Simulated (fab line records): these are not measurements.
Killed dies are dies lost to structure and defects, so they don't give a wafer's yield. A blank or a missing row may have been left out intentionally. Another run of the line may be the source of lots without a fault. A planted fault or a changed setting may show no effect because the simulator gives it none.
One fault through the eyes of 2 desks    flow sky130    what lay behind the numbers comes last; until then each desk has only its own

## AT THE TOOL OWNER'S DESK: rie-si-01
The tool's own readings at SKY_POLY_GATE_ETCH_17 (etches poly-Si in HBr/Cl2, stops on SiO2, target depth 180 nm, time 70.5 s): means of the sampled wafers that have a number, for each lot that ran on this tool. A lot is out of limits, marked OUT, if its mean lies more than 4 standard deviations from the usual mean; the brackets give that distance.
Columns: A = drypump-motor-current-A at SKY_POLY_GATE_ETCH_17, usual 5.8 A; B = oes-product-au at SKY_POLY_GATE_ETCH_17, usual 0.982 a.u.; C = rf-fwd-power-W at SKY_POLY_GATE_ETCH_17, usual 396.4 W; D = throttle-valve-pct at SKY_POLY_GATE_ETCH_17, usual 33.684 %
lot   first seen here  A    B                 C                D
L196  day 19 01:11     5.7  0.981             396.5            33.683
L201  day 21 01:50     5.7  0.938 (-5.9) OUT  331.8 (-46) OUT  33.682
L203  day 21 16:41     5.9  0.942 (-5.4) OUT  332.1 (-46) OUT  33.682
This desk's finding: out of limits on L201, L203; first on L201, day 21 01:50 (oes-product-au at SKY_POLY_GATE_ETCH_17). In limits: L196.

## AT THE METROLOGY DESK
What the gauges read, lot by lot, whatever tool the lot ran on: means of the sampled wafers that have a number. A lot is out of limits, marked OUT, if its mean lies more than 4 standard deviations from the usual mean; the brackets give that distance.
Columns: A = cd-nm at SKY_POLY_GATE_CD_MEAS_13, usual 150.3 nm; B = POLY_GATE_OVL at SKY_POLY_GATE_OVL_MEAS_14, usual 0 nm
lot   first seen here  A      B
L192  day 17 20:03     148.5  0
L196  day 19 00:50     151.0  3
L201  day 21 01:30     150.1  -4
L203  day 21 16:21     149.9  -2
L208  day 23 22:09     148.3  6
L211  day 25 00:33     149.9  -5
This desk found nothing out of limits on any of the 6 lots.

## PUT TOGETHER
The tool owner's desk could have raised an alarm at day 21 01:50, on L201, L203.
At the metrology desk, nothing out of limits was observed.
The metrology desk has L201, L203 on record, within its limits.
Every lot named ran SKY_POLY_GATE_ETCH_17 on rie-si-01.

## WHAT HAD BEEN PUT IN BY THE SIMULATOR
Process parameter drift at SKY_POLY_GATE_ETCH_17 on rie-si-01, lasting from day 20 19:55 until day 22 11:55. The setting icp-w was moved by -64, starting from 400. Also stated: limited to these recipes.
Lots struck among those shown: L201, L203.
Each desk's first reading out of limits, in hours after the fault started: the tool owner's desk, 6.
